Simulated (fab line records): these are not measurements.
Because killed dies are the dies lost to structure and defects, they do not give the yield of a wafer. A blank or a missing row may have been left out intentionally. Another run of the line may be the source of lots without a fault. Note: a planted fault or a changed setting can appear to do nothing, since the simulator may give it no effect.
The tool behind it: which one? || flow gf180mcu || 18 wafers from 6 lots sampled at 2 of the route's 602 steps

## WHAT THE GAUGES SHOWED, per wafer
GF_HV_LDD_OVL_MEAS_47.
{"lot": "L130", "measured": "day 12 17:40", "on": "overlay-01", "HV_LDD_03_OVL (nm)": "1.1 1.1 1.2"}
{"lot": "L132", "measured": "day 13 05:19", "on": "overlay-02", "HV_LDD_03_OVL (nm)": "-1.9 0.4 0.5"}
{"lot": "L136", "measured": "day 14 22:04", "on": "overlay-02", "HV_LDD_03_OVL (nm)": "-2.6 -1.4 -0.7"}
{"lot": "L138", "measured": "day 15 07:04", "on": "overlay-02", "HV_LDD_03_OVL (nm)": "0.7 0.2 0.2"}
{"lot": "L145", "measured": "day 17 16:13", "on": "overlay-01", "HV_LDD_03_OVL (nm)": "177.3 175.2 177.8"}
{"lot": "L147", "measured": "day 18 08:04", "on": "overlay-02", "HV_LDD_03_OVL (nm)": "176.4 176.8 176.9"}

## WHAT TOOL EACH LOT RAN ON (gives the tool, then ch and the chambers of the sampled wafers, and finally the start)
{"lot": "L130", "GF_HV_LDD_EXPOSE_43": "iline stepper-02 ch 0, day 12 08:29"}
{"lot": "L132", "GF_HV_LDD_EXPOSE_43": "iline stepper-02 ch 0, day 12 19:33"}
{"lot": "L136", "GF_HV_LDD_EXPOSE_43": "iline stepper-02 ch 0, day 14 11:14"}
{"lot": "L138", "GF_HV_LDD_EXPOSE_43": "iline stepper-01 ch 0, day 14 20:29"}
{"lot": "L145", "GF_HV_LDD_EXPOSE_43": "iline stepper-02 ch 0, day 17 04:41"}
{"lot": "L147", "GF_HV_LDD_EXPOSE_43": "iline stepper-02 ch 0, day 17 20:53"}
- GF_HV_LDD_EXPOSE_43: exposes mask Pplus HV AREA, target cd 400 nm.

## THE ANSWER, worked out from the rows above alone
Rule: the usual values come from the lots themselves. The widest of any qualifying gaps counts: lots, ordered by their means at a reading, are off when they make up no more than a third of the lots, leave a main group of 4 or more, and stand apart from it by 3 or more times the standard deviation of that group's means. Not used: any main group whose means are identical at the precision the tables above print for the reading. A lot without any number at a reading at which 4 lots or more have one is off too. The other lots that the step has rows for count as sound.
Off: L145, L147, at GF_HV_LDD_OVL_MEAS_47 (HV_LDD_03_OVL). The main group: mean -0.1 nm, standard deviation 0.99.
If a tool, at a process step before that reading, ran all the lots that are off and no sound lot after the first of them, it fits. Gauges at GF_HV_LDD_OVL_MEAS_47: tried the same way as those tools. One fits: iline stepper-02 at GF_HV_LDD_EXPOSE_43. Its last sound lot is L136 (day 14 11:14), its first lot that is off L145 (day 17 04:41): a fault that began between those two fits.

## WHAT THE SIMULATOR PUT IN
Scanner matching overlay: iline stepper-02, from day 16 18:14 on, at GF_HV_LDD_EXPOSE_43. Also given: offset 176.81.
Struck lots among those shown: L145, L147. Same finding as the rule above.
